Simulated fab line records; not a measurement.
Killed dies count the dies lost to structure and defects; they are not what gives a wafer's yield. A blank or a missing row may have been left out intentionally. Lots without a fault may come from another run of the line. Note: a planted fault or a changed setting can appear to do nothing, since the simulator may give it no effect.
Chamber matching -- flow sky130 -- cmp-01 running SKY_VIA2_CMP_24: 4 sister chambers
The step polishes, stops on SiO2, t overpolish 20 s, target thk 0 nm. 8 wafers are shown with their chamber, then 7 later ones without.

== EACH WAFER AND ITS CHAMBER ==
wafer,chamber,motor_current_A (A),slurry_flow_ml_min
L468.3,3,10.9,150.0
L471.1,2,12.8,150.5
L471.6,0,11.1,151.2
L484.1,1,10.9,150.8
L484.5,0,11.6,150.8
L484.6,3,11.5,149.8
L485.1,2,12.5,149.2
L485.2,1,11.3,150.4

== WAFERS MISSING THEIR CHAMBER ==
wafer,motor_current_A (A),slurry_flow_ml_min
L485.3,11.8,149.2
L488.1,12.6,150.4
L488.3,11.2,149.5
L488.6,12.0,149.4
L487.3,11.6,150.4
L487.4,10.9,149.7
L487.5,11.4,150.0

== WHICH CHAMBER EACH WENT THROUGH ==
wafer,from the rows above,in truth
L485.3,can't be placed: 3 or 2 or 1 or 0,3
L488.1,2,2
L488.3,can't be placed: 3 or 1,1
L488.6,can't be placed: 2 or 3 or 1 or 0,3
L487.3,can't be placed: 0 or 3 or 1 or 2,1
L487.4,can't be placed: 3 or 1 or 0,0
L487.5,can't be placed: 3 or 1 or 0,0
Correctly placed: 1 of 7. Unplaceable from these rows: 6, with the true chamber sitting among the candidates in 6. 0 placed wrongly.
How it was worked out, from the rows above alone: a wafer's distance from a chamber is the root of the sum, over the readings, of the square of ((its reading less the chamber's mean) divided by the reading's scatter). If the next closest chamber is less than 2 further off than the closest, the wafer can't be placed; otherwise it belongs to the closest. For every chamber, the mean is computed from those of its wafers that are shown. The scatter: the root of (the sum of the squares of (reading less its chamber's mean) over the shown wafers, divided by (wafers less chambers)).
